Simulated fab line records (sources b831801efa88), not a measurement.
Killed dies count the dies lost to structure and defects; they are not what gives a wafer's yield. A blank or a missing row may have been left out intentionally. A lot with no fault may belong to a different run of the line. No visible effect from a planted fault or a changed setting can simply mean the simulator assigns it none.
Struck lot and sound lot, side by side -- flow sky130 -- 14 out of 708 route steps
Sound: these wafers, L479.2, L479.5, L479.6. Wafers L485.1, L485.2, L485.3 were the ones struck. Last of all comes the cause.
Each step with rows lists, per side, the tool, then ch with its chambers, then its first start. Under that, the readings that differ: sound wafers -- struck wafers -- difference of the means -- sigmas: that difference in standard deviations of wafers without a fault.
alike: words and numbers the same on both sides, and readings whose means are apart by under 2 such deviations; not compared: readings that were withheld, readings missing a value for some wafer, numbers with overlapping values and no deviation given by the record, and bounds like >300 which may hide the same value.
The two part at a step that has a row with sigmas, a row that says differs or no value, or rows on one side only. Non-overlapping numbers with no deviation appear without sigmas and do not part them. A reading that every wafer of one side lacks parts them only if that side has two wafers or more.

first, 2 steps without rows for these wafers: SKY_POLY_CUT_PEB_06; SKY_POLY_CUT_DEVELOP_07 (develop time 60 s).
SKY_POLY_CUT_CD_MEAS_08 targets a cd of 270 nm.
  sound: cdSem-01 at day 25 21:53; struck: cdSem-02 at day 28 01:13
reading,sound,struck,difference,sigmas
cdNm (nm),270.9 269.5 270.6,273.3 273.7 273.3,+3.1,+2
SKY_POLY_CUT_OVL_MEAS_09:
  sound: overlay-02 at day 25 21:59; struck: overlay-01 at day 28 01:20
  alike: POLY_CUT_OVL
SKY_POLY_CUT_ETCH_10: etches BARC in N2/H2, stops on SiO2, time 45.9 s, target depth 60 nm.
  sound on rieDiel-04 ch 0,2,3, day 25 22:01; struck on rieDiel-03 ch 0,1,3, day 28 01:22
  alike: drypumpMotorCurrentA, oesProductAu, throttleValvePct
  not compared: rfHoursCounterH
SKY_POLY_CUT_ETCH_11: etches Si3N4 in CF4/CH2F2/Ar, stops on poly-Si, time 42.5 s, target depth 60 nm.
  sound on rieDiel-04 ch 0,2,3, day 25 22:04; struck on rieDiel-03 ch 0,1,3, day 28 01:25
  alike: cf4FlowSccm, drypumpMotorCurrentA, oesProductAu, throttleValvePct
  not compared: rfHoursCounterH
SKY_POLY_CUT_STRIP_12: strips in O2/N2.
  sound on plasmaAsher-04 ch 0,1, day 25 22:07; struck on plasmaAsher-01 ch 0,1, day 28 01:28
  alike: drypumpMotorCurrentA, oesProductAu, stripTimeToEndpointS
  not compared: rfHoursCounterH
then, 5 steps without rows for these wafers: SKY_SD_P_DEHYDRATE_00 (time 60 s); SKY_SD_P_HMDS_01 (prime time 60 s); SKY_SD_P_COAT_02 (resist thk 1140 nm); SKY_SD_P_SOFTBAKE_03 (time 60 s); SKY_SD_P_EXPOSE_04 (exposes mask PSDM, target cd 380 nm).
SKY_SD_P_PEB_05:
  sound on lithoTrack-01 ch 0, day 27 01:47; struck on lithoTrack-02, day 29 05:32
reading,sound,struck,difference,sigmas
exhaustPa (Pa),44.4 44.2 44.3,- - -,no value on the struck wafers,
  not compared: chillPlateTempC
then, 1 step without rows for these wafers: SKY_SD_P_DEVELOP_06 (develop time 60 s).

== WHERE THEY PART ==
First at SKY_POLY_CUT_CD_MEAS_08; last, within this record, at SKY_SD_P_PEB_05.

WHY: what the simulator had put in
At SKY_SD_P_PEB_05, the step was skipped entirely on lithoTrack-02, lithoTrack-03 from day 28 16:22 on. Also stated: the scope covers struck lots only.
